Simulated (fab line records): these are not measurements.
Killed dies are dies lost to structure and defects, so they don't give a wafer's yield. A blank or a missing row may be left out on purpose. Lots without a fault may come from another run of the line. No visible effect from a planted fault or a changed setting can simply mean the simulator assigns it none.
A lot that was struck, set against a sound lot | flow sky130 | 18 steps out of a route of 708
Sound: the wafers L185.1, L185.5, L185.6. The struck wafers were L187.1, L187.3, L187.4. At the end, the cause is stated.
Order at every step that has rows: each side's tool, ch and its chambers, its first start. Under that, the readings that differ: sound wafers | struck wafers | difference of the means | sigmas: that difference in standard deviations of wafers without a fault.
alike: readings with means less than 2 such deviations apart, plus words and numbers identical on both sides. not compared: withheld readings, readings lacking a value on some wafer, bounds such as >300 that could conceal the same value, and numbers that have no deviation in the record and whose values overlap.
Wherever a step has rows on one side only, a row that says differs or no value, or a row with sigmas, the two part there. When numbers do not overlap yet have no deviation, they are printed without sigmas and do not part them. Lack of a reading on every wafer of one side parts them only where that side has two or more wafers.

first, 4 steps without rows for these wafers: SKY_PWDE_SOFTBAKE_03; SKY_PWDE_EXPOSE_04 (exposes mask PWDEM, target cd 840 nm); SKY_PWDE_PEB_05; SKY_PWDE_DEVELOP_06 (develop time 60 s).
SKY_PWDE_OVL_MEAS_07:
  sound on overlay-01, day 4 23:23; struck on overlay-02, day 5 12:08
  alike: PWDE_OVL
then, 1 step without rows for these wafers: SKY_PWDE_IMPLANT_08.
SKY_PWDE_STRIP_09: strips in O2/N2.
  sound on plasma asher-02 ch 0,1, day 4 23:35; struck on plasma asher-03 ch 0,1, day 5 12:20
  alike: chamber pressure mTorr, drypump motor current A, oes product au, strip time to endpoint s
  not compared: rf hours counter h
SKY_PWDE_TW_MEAS_10:
  sound on film metro-02, day 4 23:41; struck on film metro-02, day 5 12:26
  alike: PWDE_TW
then, 4 steps without rows for these wafers: SKY_NWELL_DEHYDRATE_03 (time 60 s); SKY_NWELL_HMDS_04 (prime time 60 s); SKY_NWELL_COAT_05 (resist thk 3000 nm); SKY_NWELL_SOFTBAKE_06.
SKY_NWELL_EXPOSE_07: exposes mask NWM, target cd 840 nm.
  sound on iline stepper-01 ch 0, day 5 08:44; struck on iline stepper-01 ch 0, day 5 21:10
  reading                       | sound                   | struck               | difference | sigmas
  model.NWELL.overlay x nm (nm) | -0.1639 -0.1639 -0.1639 | -114.1 -114.1 -114.1 | -113.9     |
  alike: mask, reticle temp C, stage vel mm s
then, 2 steps without rows for these wafers: SKY_NWELL_PEB_08; SKY_NWELL_DEVELOP_09 (develop time 60 s).
SKY_NWELL_OVL_MEAS_10:
  sound on overlay-01, day 5 17:56; struck on overlay-01, day 6 05:59
  reading           | sound         | struck               | difference | sigmas
  NWELL_00_OVL (nm) | -0.6 1.2 -1.0 | -115.0 -114.2 -115.0 | -114.6     | -88
then, 1 step without rows for these wafers: SKY_NWELL_IMPLANT_11.
-- the record jumps here: 41 days lie between the struck wafers' starts before and after (it left off in module NWELL and takes up again in module PAD_OPEN, whose first step shown is number 708 of the route) --
SKY_PAD_OPEN_PROBE_99:
  sound on prober-01, day 47 02:55; struck on prober-02, day 47 04:04
  reading                          | sound                         | struck                        | difference | sigmas
  model.etest.pfet_16v.r on ohm um | 1.489e+04 1.501e+04 1.511e+04 | 1.416e+04 1.406e+04 1.412e+04 | -8.900e+02 |
  model.etest.nfet_16v.r on ohm um | 1.44e+04 1.446e+04 1.449e+04  | 1.336e+04 1.32e+04 1.332e+04  | -1.157e+03 |
  model.etest.pfet_16v.drive ua um | 251.9 248.6 248.7             | 270.2 273.1 273.3             | +22.5      |
  model.etest.nfet_16v.drive ua um | 218 215.9 216.9               | 228.5 232.7 232.4             | +14.3      |
  alike: killed_at_M0_to_M3, killed_at_M4_up, killed at contacts, killed at front end, killed at other, killed dies, killed open, killed short

== WHERE THEY PART ==
At SKY_NWELL_OVL_MEAS_10 and nowhere else, as far as this record goes. Later steps at which nothing parts them and some readings are alike: SKY_PAD_OPEN_PROBE_99.

WHY: whatever the simulator had introduced
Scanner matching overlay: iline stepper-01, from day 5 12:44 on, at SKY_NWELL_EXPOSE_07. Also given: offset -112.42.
